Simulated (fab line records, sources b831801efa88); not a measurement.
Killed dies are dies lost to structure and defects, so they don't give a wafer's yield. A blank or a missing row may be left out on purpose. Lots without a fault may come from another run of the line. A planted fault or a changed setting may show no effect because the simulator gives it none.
Which tool did it? | flow gf180mcu | 7 lots, 21 wafers sampled, at 1 step of a route of 602

WHAT THE GAUGES READ, wafer by wafer
GF_VT_IMPLANT_RS_MEAS_47: measures by four-point-probe.
lot  | measured     | on            | NWELL_RS (ohm/sq)
L428 | day 8 07:44  | film_metro-04 | 486.0 487.7 488.7
L430 | day 8 20:02  | film_metro-04 | 489.2 487.6 489.2
L433 | day 9 18:47  | film_metro-03 | 487.7 486.5 487.8
L435 | day 10 05:14 | film_metro-03 | 487.7 487.1 487.7
L438 | day 10 21:20 | film_metro-02 | 489.1 489.3 490.9
L440 | day 11 11:23 | film_metro-03 | 489.8 489.4 489.0
L445 | day 12 20:08 | film_metro-03 | 487.6 487.4 487.7

WHICH TOOL RAN EACH LOT (tool, then ch and the chambers of the sampled wafers, then the start)
The record holds no process step before these readings.

THE ANSWER, worked out from the rows above alone
Rule: what is usual is taken from the lots themselves. Put in order of their means at a reading, lots are off if they are a third of the lots or fewer, leave a main group of 4 or more, and stand apart from it by a gap of 3 or more times the standard deviation of the main group's means; of several such gaps the widest counts. A main group whose means are all the same, to the digits that the tables above print for the reading, isn't used. A lot without any number at a reading at which 4 lots or more have one is off too. The other lots that the step has rows for count as sound.
No lot is off at any reading shown: from this, nothing can be told.

WHAT THE SIMULATOR HAD PUT IN
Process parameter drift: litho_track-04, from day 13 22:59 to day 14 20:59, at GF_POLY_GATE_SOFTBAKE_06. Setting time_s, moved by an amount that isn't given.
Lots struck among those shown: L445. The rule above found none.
